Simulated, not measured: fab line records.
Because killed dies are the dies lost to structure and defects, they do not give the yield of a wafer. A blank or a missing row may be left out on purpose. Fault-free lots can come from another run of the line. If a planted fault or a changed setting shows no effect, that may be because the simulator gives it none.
Which of the tools did it? | flow gf180mcu | 42 wafers from 14 lots sampled at 3 of the route's 602 steps

## WHAT THE GAUGES SHOWED, per wafer
GF_V1_OVL_MEAS_15. Usual: V1_OVL gives 5 nm (standard deviation 5).
lot  | measured     | on         | V1_OVL (nm) | flag
L581 | day 18 06:01 | overlay-02 | 10 3 7      |
L583 | day 18 22:01 | overlay-02 | 5 -4 2      |
L584 | day 19 12:04 | overlay-02 | 3 11 7      |
L585 | day 19 17:15 | overlay-01 | 8 11 8      |
L586 | day 19 22:07 | overlay-01 | 11 8 4      |
L588 | day 21 00:22 | overlay-01 | 2 2 3       |
L591 | day 22 03:52 | overlay-02 | 7 12 6      |
L592 | day 22 06:56 | overlay-01 | 14 7 15     |
L599 | day 25 03:12 | overlay-02 | 4 4 5       |
L600 | day 25 10:35 | overlay-02 | 4 -1 9      |
L601 | day 25 13:14 | overlay-01 | 8 11 6      |
L602 | day 25 21:25 | overlay-01 | -4 5 1      |
L604 | day 26 06:05 | overlay-02 | 8 10 6      |
L603 | day 26 07:47 | overlay-02 | 8 2 2       |

GF_V1_RS_MEAS_24: the measuring method here is four-point-probe. Usual: V1_W_RS gives 0.326 ohm/sq (standard deviation 0.0046).
lot  | measured     | on            | V1_W_RS (ohm/sq)  | flag
L581 | day 18 07:01 | film-metro-03 | 0.320 0.330 0.331 |
L583 | day 18 23:04 | film-metro-04 | 0.324 0.326 0.323 |
L584 | day 19 13:01 | film-metro-01 | 0.329 0.331 0.326 |
L585 | day 19 18:10 | film-metro-04 | 0.325 0.326 0.326 |
L586 | day 19 23:08 | film-metro-04 | 0.322 0.317 0.318 |
L588 | day 21 01:17 | film-metro-04 | 0.329 0.327 0.326 |
L591 | day 22 04:50 | film-metro-04 | 0.326 0.317 0.331 |
L592 | day 22 07:55 | film-metro-01 | 0.322 0.321 0.332 |
L599 | day 25 04:08 | film-metro-01 | 0.332 0.327 0.329 |
L600 | day 25 11:37 | film-metro-04 | 0.328 0.326 0.325 |
L601 | day 25 14:19 | film-metro-01 | 0.322 0.323 0.324 |
L602 | day 25 22:20 | film-metro-01 | 0.324 0.323 0.326 |
L604 | day 26 07:07 | film-metro-04 | 0.324 0.322 0.323 |
L603 | day 26 08:42 | film-metro-01 | 0.323 0.323 0.329 |

GF_M2_RS_MEAS_05: the measuring method here is four-point-probe. Usual: M2_ALCU_RS gives 0.0695 ohm/sq (standard deviation 0.00075).
lot  | measured     | on            | M2_ALCU_RS (ohm/sq)  | flag
L581 | day 18 07:44 | film-metro-04 | 0.0704 0.0709 0.0709 |
L583 | day 18 23:46 | film-metro-04 | 0.0690 0.0696 0.0692 |
L584 | day 19 13:43 | film-metro-04 | 0.0695 0.0684 0.0696 |
L585 | day 19 18:52 | film-metro-04 | 0.0702 0.0696 0.0688 |
L586 | day 19 23:51 | film-metro-02 | 0.0684 0.0698 0.0682 |
L588 | day 21 01:59 | film-metro-04 | 0.0685 0.0691 0.0687 |
L591 | day 22 05:32 | film-metro-04 | 0.0691 0.0687 0.0679 |
L592 | day 22 08:37 | film-metro-03 | 0.0694 0.0690 0.0694 |
L599 | day 25 04:52 | film-metro-04 | 0.0676 0.0687 0.0690 |
L600 | day 25 12:19 | film-metro-04 | 0.0686 0.0694 0.0697 |
L601 | day 25 15:01 | film-metro-03 | 0.0693 0.0695 0.0688 |
L602 | day 25 23:02 | film-metro-04 | 0.0693 0.0701 0.0693 |
L604 | day 26 07:49 | film-metro-04 | 0.0691 0.0685 0.0693 |
L603 | day 26 09:35 | film-metro-03 | 0.0688 0.0701 0.0688 |

## WHICH TOOL RAN EACH LOT (tool, then ch and the chambers of the sampled wafers, then the start)
Before these readings, the record contains no process step.

## WHAT THE TOOLS THEMSELVES READ (means of the sampled wafers that have a number; where no wafer has one, the mark that the record gives instead)
The record holds no such reading with a usual standard deviation.

## THE ANSWER, worked out from the rows above alone
Rule: take the mean of a lot's wafers that have a number; if it is more than 3 standard deviations from the usual mean, the lot is off. A lot without any number at a reading at which 4 lots or more have one is off too. All remaining lots with rows at the step are treated as sound. After the gauges, taken in route order, come the tools' own readings; for these a lot's mean is taken, as printed above. The first step at which some lot is off is used, and at that step the reading that is off furthest; a lot without a number counts as furthest.
None of the lots is off at any reading shown; this tells nothing.

## WHAT THE SIMULATOR HAD PUT IN
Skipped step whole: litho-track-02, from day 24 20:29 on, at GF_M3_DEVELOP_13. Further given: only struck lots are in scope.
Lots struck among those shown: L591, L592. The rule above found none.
